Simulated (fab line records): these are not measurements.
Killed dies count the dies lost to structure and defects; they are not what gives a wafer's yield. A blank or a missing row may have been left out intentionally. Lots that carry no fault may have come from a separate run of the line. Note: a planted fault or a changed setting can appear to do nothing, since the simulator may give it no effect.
fab line records    flow gf180mcu
[record] lots = 5  wafers = 14  lastDay = 34
route steps=602 shown V1@344
lots that met no fault: from a run of the same line without faults
startH: start of the lot's first displayed wafer, in hours after the record's first day    waitH: hours since the lot's step before    " identical to the entry in the row above    L1.1+2: one row covering several wafers at once    - no value, or no start was given    * or withheld: withheld    < > ~ a bound
route shown NAME@n: NAME is a module with steps in the file, n the number in the route of the first one    usual: mean/standard deviation of fault-free wafers    same: alike in all rows    chamber/n: place in a boat    sites: each site's reading    _std_site: standard deviation of those values    _edge_site: the outer-site mean with the inner-site mean subtracted    radiusMm: for every site, how far away it sits from the centre of the wafer    mask NAME#n: copy n    behind: tool/chamber where the wafer was last shaped    hold: cause of the lot's hold/its duration in hours/its outcome    device: the n, p or np transistor that did not switch    end of line: the same wafers' tests at the end of the route    a step given without rows: its recipe and nothing more    killed: the dies lost at the first sort to structure and to defects; this is not the yield of the wafer    map: a wafer's dies, marking killed ones x, the rest . and places with no die _
set.NAME: the setting as run; set.NAME@STEP: as run at that earlier step    model.NAME: the simulator's own value behind a step, which no gauge read
lots at some steps of the route; a table a step, a row a wafer
services: when a tool's chamber went out of use (startH, in hours from the record's first day, below 0 if earlier), for how many hours, and the reason
[[steps]]
[step GF_V1_COAT_09]
[recipe] resist = KrF  spinRpm = withheld  resistThkNm = 1000
[step GF_V1_SOFTBAKE_10]
[recipe] tempC = 130  timeS = 60  resist = KrF
[step GF_V1_EXPOSE_11]
[recipe] maskId = Via1  targetCdNm = 260  na = 0.68  sourceShape = conventional  sigmaOuter = 0.6  doseMj = 38
[step GF_V1_PEB_12]
[recipe] pebTempC = 135  pebTimeS = 90  resist = KrF
[step GF_V1_DEVELOP_13]
[recipe] developTimeS = 60  resist = KrF  devTempC = 21
[step GF_V1_CD_MEAS_14]
[recipe] targetCdNm = 260
[usual] cdNm = 260.2/1.2
lot.wafer  tool      chamber  startH  waitH  cdNm
L916.1     cdSem-01  -        414.27  0.1    262.0
L916.2     "         -        "       "      262.4
L916.6     "         -        "       "      262.8
L918.1     cdSem-01  -        432.73  0.1    261.3
L918.5     "         -        "       "      261.0
L918.6     "         -        "       "      261.4
L928.1     cdSem-02  -        514.88  0.1    260.6
L928.2     "         -        "       "      258.8
L935.1     cdSem-02  -        576.39  0.1    258.3
L935.5     "         -        "       "      259.5
L935.6     "         -        "       "      259.7
L939.1     cdSem-02  -        600.79  0.1    259.5
L939.2     "         -        "       "      258.3
L939.6     "         -        "       "      260.1
[step GF_V1_OVL_MEAS_15]
[usual] V1_OVL = 2/6.4
lot.wafer  tool        chamber  startH  waitH  V1_OVL[nm]
L916.1     overlay-01  -        414.39  0.1    -10
L916.2     "           -        "       "      -9
L916.6     "           -        "       "      -17
L918.1     overlay-02  -        432.85  0.1    6
L918.5     "           -        "       "      6
L918.6     "           -        "       "      5
L928.1     overlay-01  -        515.00  0.1    -6
L928.2     "           -        "       "      -2
L935.1     overlay-02  -        576.51  0.1    7
L935.5     "           -        "       "      4
L935.6     "           -        "       "      -1
L939.1     overlay-01  -        600.91  0.1    0
L939.2     "           -        "       "      -2
L939.6     "           -        "       "      7
[step GF_V1_ETCH_16]
[recipe] chemistry = N2/H2  targetDepthA = withheld  overetchA = withheld  timeS = withheld  target = BARC  ionEnergyEv = 200  sourceW = 500  biasW = 100  pressureMtorr = 30  n2FlowSccm = 100  h2FlowSccm = 200
[usual] drypumpMotorCurrentA = 5.7/0.47  oesProductAu = 0.854/0.0053  throttleValvePct = 13.224/0.0097
lot.wafer  tool        chamber  startH  waitH  drypumpMotorCurrentA  oesProductAu  throttleValvePct
L916.1     rieDiel-01  3        414.43  0.0    6.0                   0.855         13.241
L916.2     "           0        "       "      5.1                   0.851         13.241
L916.6     "           2        "       "      5.0                   0.854         13.223
L918.1     rieDiel-03  1        432.88  0.0    5.9                   0.856         13.231
L918.5     "           1        "       "      5.9                   0.853         13.225
L918.6     "           0        "       "      6.5                   0.857         13.210
L928.1     rieDiel-03  2        515.03  0.0    5.3                   0.847         13.212
L928.2     "           0        "       "      6.5                   0.848         13.222
L935.1     rieDiel-03  1        576.54  0.0    5.9                   0.854         13.228
L935.5     "           2        "       "      5.3                   0.849         13.218
L935.6     "           3        "       "      6.0                   0.854         13.209
L939.1     rieDiel-01  0        600.94  0.0    5.1                   0.852         13.207
L939.2     "           1        "       "      5.6                   0.845         13.224
L939.6     "           1        "       "      5.6                   0.858         13.216
[step GF_V1_ETCH_17]
[recipe] chemistry = C4F8/O2/Ar  maskMaterial = KrF  target = SiO2  stopOn = TiN  sourceW = 1500  biasW = 1200  pressureMtorr = 40  c4f8FlowSccm = withheld  O2_flow_sccm = 6  Ar_flow_sccm = 300  timeS = withheld  targetDepthA = 6300
[usual] oesProductAu = 0.856/0.0049
lot.wafer  tool        chamber  startH  waitH  oesProductAu
L916.1     rieDiel-01  3        -       -      0.853
L916.2     "           0        "       "      0.856
L916.6     "           2        "       "      0.860
L918.1     rieDiel-03  1        -       -      0.855
L918.5     "           1        "       "      0.851
L918.6     "           0        "       "      0.851
L928.1     rieDiel-03  2        -       -      0.851
L928.2     "           0        "       "      0.855
L935.1     rieDiel-03  1        -       -      0.856
L935.5     "           2        "       "      0.861
L935.6     "           3        "       "      0.849
L939.1     rieDiel-01  0        -       -      0.856
L939.2     "           1        "       "      0.859
L939.6     "           1        "       "      0.860
[step GF_V1_STRIP_18]
[recipe] chemistry = O2/N2  powerW = 1400  pressureMtorr = 1500  platenTempC = 250  o2FlowSccm = 3000  n2FlowSccm = 300  overashFraction = 0.5
[usual] drypumpMotorCurrentA = 5.7/0.48  heaterPowerW = 348/29  oesProductAu = 0.593/0.0048
lot.wafer  tool            chamber  startH  waitH  drypumpMotorCurrentA  heaterPowerW  oesProductAu  rfHoursCounterH
L916.1     plasmaAsher-03  1        414.56  -      5.1                   319           0.588         30
L916.2     "               0        "       "      5.4                   347           0.597         30
L916.6     "               0        "       "      5.4                   343           0.597         -
L918.1     plasmaAsher-02  1        433.01  -      5.7                   334           0.592         67
L918.5     "               0        "       "      5.9                   367           0.596         -
L918.6     "               1        "       "      5.7                   320           0.598         -
L928.1     plasmaAsher-03  0        515.16  -      5.4                   348           0.584         40
L928.2     "               1        "       "      5.1                   323           0.586         40
L935.1     plasmaAsher-02  1        576.67  -      5.7                   334           0.590         82
L935.5     "               1        "       "      5.7                   326           0.592         -
L935.6     "               0        "       "      5.9                   357           0.591         -
L939.1     plasmaAsher-01  1        601.07  -      6.0                   321           0.592         96
L939.2     "               0        "       "      6.7                   402           0.593         96
L939.6     "               1        "       "      6.0                   320           0.595         -
[step GF_V1_STRIP_19]
[recipe] chemistry = postEtchResidueRemover  timeS = 1200  tempC = 72.5
[step GF_V1_CLEAN_20]
[recipe] chemistry = DIW  dry = n2Spin
[step GF_V1_SPUTTER_21]
[recipe] material = Ti  targetThkNm = 15  chamberPressurePa = 5  powerW = 2500  substrateTempC = 200  timeS = 80.02
[usual] chamberPressurePa = 5.001/0.0087  throttleValvePct = 29.5/0.93
lot.wafer  tool           chamber  startH  waitH  chamberPressurePa  throttleValvePct  model.Ti_of_V1_SPUTTER_21.thkNm
L916.1     pvdSputter-01  -        415.09  0.0    4.997              30.4              15.04
L916.2     "              -        "       "      4.992              30.1              15.49
L916.6     "              -        "       "      4.997              30.5              15.02
L918.1     pvdSputter-03  -        433.55  0.0    4.993              29.1              14.98
L918.5     "              -        "       "      5.014              29.0              15.06
L918.6     "              -        "       "      5.009              29.6              14.95
L928.1     pvdSputter-03  -        515.69  0.0    5.000              28.7              15.47
L928.2     "              -        "       "      5.002              29.5              14.61
L935.1     pvdSputter-04  -        577.21  0.0    5.017              29.8              14.75
L935.5     "              -        "       "      5.005              30.7              14.7
L935.6     "              -        "       "      5.007              29.5              14.69
L939.1     pvdSputter-01  -        601.61  0.0    5.003              29.0              15.1
L939.2     "              -        "       "      5.008              30.1              15.14
L939.6     "              -        "       "      5.010              30.6              15.11
[step GF_V1_SPUTTER_22]
[recipe] material = TiN  targetThkNm = 10  chamberPressurePa = 5  powerW = 4000  timeS = 40
[usual] chamberPressurePa = 5.000/0.012  throttleValvePct = 29.4/0.94
[same] timeS = 40
lot.wafer  tool           chamber  startH  waitH  chamberPressurePa  throttleValvePct
L916.1     pvdSputter-01  -        415.15  0.0    5.013              30.4
L916.2     "              -        "       "      5.015              29.7
L916.6     "              -        "       "      5.019              30.5
L918.1     pvdSputter-03  -        433.61  0.0    5.003              29.0
L918.5     "              -        "       "      5.004              28.8
L918.6     "              -        "       "      4.994              29.2
L928.1     pvdSputter-03  -        515.76  0.0    5.007              28.8
L928.2     "              -        "       "      5.005              29.5
L935.1     pvdSputter-04  -        577.28  0.0    5.004              29.7
L935.5     "              -        "       "      5.010              30.7
L935.6     "              -        "       "      4.996              29.3
L939.1     pvdSputter-01  -        601.67  0.0    4.992              29.2
L939.2     "              -        "       "      4.994              30.3
L939.6     "              -        "       "      5.004              30.1
[[services]]
tool            chamber  startH  hours  kind
rieDiel-01      2        392.15  2.7    repair
rieDiel-01      -        400.30  1.2    repair
rieDiel-03      3        416.75  6.0    repair
rieDiel-03      1        436.95  8.9    repair
rieDiel-01      3        458.31  -      clean
rieDiel-01      3        458.31  17.0   scheduledDown
rieDiel-01      3        458.31  17.0   ventCycle
rieDiel-03      1        458.80  3.5    repair
plasmaAsher-02  -        472.44  1.8    repair
pvdSputter-01   1        485.84  -      consumableReplace:kit
pvdSputter-01   1        485.84  18.0   scheduledDown
pvdSputter-01   1        485.84  18.0   ventCycle
rieDiel-03      2        491.00  7.2    repair
rieDiel-03      3        505.41  8.2    repair
rieDiel-01      1        537.22  -      clean
rieDiel-01      1        537.22  23.4   scheduledDown
rieDiel-01      1        537.22  23.4   ventCycle
rieDiel-01      2        557.65  9.7    repair
pvdSputter-03   2        581.52  -      consumableReplace:kit
rieDiel-03      2        594.02  -      clean
rieDiel-03      2        594.02  18.2   scheduledDown
rieDiel-03      2        594.02  18.2   ventCycle
plasmaAsher-02  -        597.22  0.4    repair
rieDiel-01      2        597.54  15.3   repair
[[key]]
firstSign none at tools or gauges
[modelEffect] step = GF_V1_SPUTTER_21  value = Ti_of_V1_SPUTTER_21.thkNm  without = 14.79  struck = 15.47
metAt GF_V1_SPUTTER_21
struckWafers L928.1
onsetBetween 433.55 515.69
[fault] kind = processParameterDrift  tool = pvdSputter-03  chamber = -  onsetH = 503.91  steps = GF_V1_SPUTTER_21  channel = timeS  offset = *  shape = step  endH = 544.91  scope = struckWafersOnly  actsIn = *  stated = *
